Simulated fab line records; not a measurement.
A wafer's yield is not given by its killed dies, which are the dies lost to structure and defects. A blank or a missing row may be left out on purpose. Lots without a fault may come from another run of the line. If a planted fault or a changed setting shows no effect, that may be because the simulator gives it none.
Which tool did it?	flow sky130	13 lots, 39 wafers sampled, at 5 steps of a route of 708

## WHAT THE GAUGES READ, wafer by wafer
SKY_SONOS_TUNNEL_TW_MEAS_12. Usual: for SONOS_TUNNEL_TW the level is 199.7 and the standard deviation is 1.8.
lot	measured	on	SONOS_TUNNEL_TW	flag
L211	day 12 05:38	film_metro-03	202.2 201.5 202.0	
L212	day 12 13:52	film_metro-02	199.2 198.5 198.0	
L213	day 13 00:20	film_metro-03	201.8 202.9 201.4	
L214	day 13 05:43	film_metro-03	201.8 201.9 201.3	
L216	day 13 18:58	film_metro-03	201.8 201.8 201.8	
L218	day 14 09:30	film_metro-04	198.9 198.1 199.3	
L220	day 15 06:46	film_metro-03	201.3 200.8 201.6	
L221	day 15 16:53	film_metro-04	197.7 198.6 199.0	
L224	day 16 09:13	film_metro-04	199.3 199.1 198.6	
L227	day 17 10:56	film_metro-04	199.7 199.1 199.0	
L229	day 18 05:30	film_metro-04	198.9 199.4 198.8	
L230	day 18 15:10	film_metro-03	200.1 199.4 198.5	
L231	day 18 18:24	film_metro-02	198.0 195.6 196.0	

SKY_LDD_LDN_OVL_MEAS_07. Usual: for LDD_LDN_OVL the level is 1.4 nm and the standard deviation is 1.3.
lot	measured	on	LDD_LDN_OVL (nm)	flag
L211	day 23 20:56	overlay-02	0.1 0.0 1.8	
L212	day 24 06:12	overlay-02	-1.4 0.0 -0.8	
L213	day 24 14:33	overlay-01	2.7 2.2 2.8	
L214	day 25 00:29	overlay-02	3.2 2.4 2.4	
L216	day 26 00:15	overlay-02	2.9 4.2 3.6	
L218	day 26 05:11	overlay-01	0.7 0.2 -0.7	
L220	day 27 05:21	overlay-02	0.8 -0.8 -0.5	
L221	day 27 18:23	overlay-02	4.3 2.5 3.6	
L224	day 28 10:45	overlay-01	-0.1 0.7 -0.8	
L227	day 29 09:06	overlay-01	0.0 0.2 1.7	
L229	day 30 01:39	overlay-01	-0.4 0.5 -0.3	
L230	day 30 09:53	overlay-02	-0.5 -0.5 -0.8	
L231	day 30 16:17	overlay-01	2.2 1.8 1.6	

SKY_SD_N_RS_MEAS_17: a four-point-probe measurement. Usual: for SD_P_RS the level is 147.2 ohm/sq and the standard deviation is 0.43.
lot	measured	on	SD_P_RS (ohm/sq)	flag
L211	day 28 21:32	film_metro-02	148.3 148.0 148.3	
L212	day 29 06:22	film_metro-04	146.8 147.0 147.2	
L213	day 29 14:10	film_metro-02	146.9 146.8 147.1	
L214	day 29 23:45	film_metro-01	147.0 147.3 146.9	
L216	day 30 22:56	film_metro-04	147.2 147.2 147.3	
L218	day 31 03:22	film_metro-04	146.9 147.2 147.2	
L220	day 32 01:25	film_metro-02	147.3 147.5 147.3	
L221	day 32 12:57	film_metro-01	147.8 147.5 147.3	
L224	day 33 05:16	film_metro-04	146.5 146.9 146.4	
L227	day 34 01:13	film_metro-02	147.5 147.7 147.2	
L229	day 34 19:39	film_metro-02	147.3 147.3 146.9	
L230	day 35 01:33	film_metro-04	147.7 147.1 147.3	
L231	day 35 06:58	film_metro-02	146.6 147.0 147.3	

## WHAT TOOL EACH LOT RAN ON (gives the tool, then ch and the chambers of the sampled wafers, and finally the start)
lot	SKY_LDD_HVP_COAT_02	SKY_LDD_HVP_STRIP_09
L211	litho_track-02 ch 0, day 21 22:04	plasma_asher-03 ch 0,1, day 22 13:55
L212	litho_track-03 ch 0, day 22 07:20	plasma_asher-02 ch 0,1, day 22 23:32
L213	litho_track-03 ch 0, day 22 16:04	plasma_asher-03 ch 0,1, day 23 07:41
L214	litho_track-02 ch 0, day 23 03:48	plasma_asher-04 ch 0,1, day 23 18:49
L216	litho_track-03 ch 0, day 24 02:52	plasma_asher-03 ch 0,1, day 24 18:07
L218	litho_track-01 ch 0, day 24 07:44	plasma_asher-03 ch 0, day 24 23:04
L220	litho_track-03 ch 0, day 25 10:20	plasma_asher-04 ch 0,1, day 26 01:02
L221	litho_track-03 ch 0, day 25 21:32	plasma_asher-02 ch 0,1, day 26 12:25
L224	litho_track-02 ch 0, day 26 14:36	plasma_asher-02 ch 0,1, day 27 05:37
L227	litho_track-02 ch 0, day 27 14:36	plasma_asher-03 ch 0,1, day 28 05:34
L229	litho_track-03 ch 0, day 28 07:47	plasma_asher-04 ch 0,1, day 28 21:46
L230	litho_track-01 ch 0, day 28 16:42	plasma_asher-02 ch 0,1, day 29 07:10
L231	litho_track-02 ch 0, day 28 22:03	plasma_asher-02 ch 0,1, day 29 12:28
- SKY_LDD_HVP_COAT_02: resist thk 300 nm.
- SKY_LDD_HVP_STRIP_09: strips in O2/N2.

## AS READ BY THE TOOLS THEMSELVES (means over the sampled wafers that have a number; for cases with no such wafer, the mark the record gives instead)
SKY_LDD_HVP_COAT_02. Usual: 3000.1 rpm for spin_speed_rpm, sd 1.8.
lot	tool	spin_speed_rpm (rpm)	flag
L211	litho_track-02	2998.3	
L212	litho_track-03	3000.7	
L213	litho_track-03	3001.7	
L214	litho_track-02	2999.5	
L216	litho_track-03	2943.4	OFF
L218	litho_track-01	3000.2	
L220	litho_track-03	2944.0	OFF
L221	litho_track-03	2944.3	OFF
L224	litho_track-02	3000.9	
L227	litho_track-02	2997.0	
L229	litho_track-03	2998.8	
L230	litho_track-01	3000.0	
L231	litho_track-02	2999.9	

SKY_LDD_HVP_STRIP_09. Usual: drypump_motor_current_A 5.6 A, standard deviation 0.41; n2_flow_sccm 300.1 sccm, standard deviation 0.88; oes_product_au 0.409 a.u., standard deviation 0.0043; strip_time_to_endpoint_s 4.135 s, standard deviation 0.015.
lot	tool	drypump_motor_current_A (A)	n2_flow_sccm (sccm)	oes_product_au (a.u.)	strip_time_to_endpoint_s (s)	flag
L211	plasma_asher-03	5.2	299.6	0.414	4.134	
L212	plasma_asher-02	6.1	300.8	0.408	4.152	
L213	plasma_asher-03	5.2	300.8	0.407	4.137	
L214	plasma_asher-04	5.7	300.4	0.411	4.143	
L216	plasma_asher-03	5.3	300.1	0.409	4.172	
L218	plasma_asher-03	5.3	301.1	0.410	4.124	
L220	plasma_asher-04	5.8	301.2	0.410	4.195	OFF
L221	plasma_asher-02	6.1	299.8	0.410	4.187	OFF
L224	plasma_asher-02	6.1	299.6	0.409	4.119	
L227	plasma_asher-03	5.2	300.2	0.408	4.127	
L229	plasma_asher-04	5.7	300.1	0.408	4.120	
L230	plasma_asher-02	6.2	300.2	0.410	4.150	
L231	plasma_asher-02	5.9	299.8	0.408	4.122	

## THE ANSWER, worked out from the rows above alone
Rule: a lot counts as off when the mean over its wafers that have a number is more than 3 standard deviations away from the usual mean. A lot without any number at a reading at which 4 lots or more have one is off too. Any other lot the step has rows for is counted as sound. After the gauges, taken in route order, come the tools' own readings; for these a lot's mean is taken, as printed above. At the first step where some lot is off, the reading lying furthest off is the one used; lots without a number count as furthest.
Off, at SKY_LDD_HVP_COAT_02 on spin_speed_rpm: L216, L220, L221.
If a tool, at that step or one of the process steps before it, ran each lot that is off and ran no sound lot following the first of them, it fits. None of those tried fits.

## WHAT THE SIMULATOR HAD PUT IN
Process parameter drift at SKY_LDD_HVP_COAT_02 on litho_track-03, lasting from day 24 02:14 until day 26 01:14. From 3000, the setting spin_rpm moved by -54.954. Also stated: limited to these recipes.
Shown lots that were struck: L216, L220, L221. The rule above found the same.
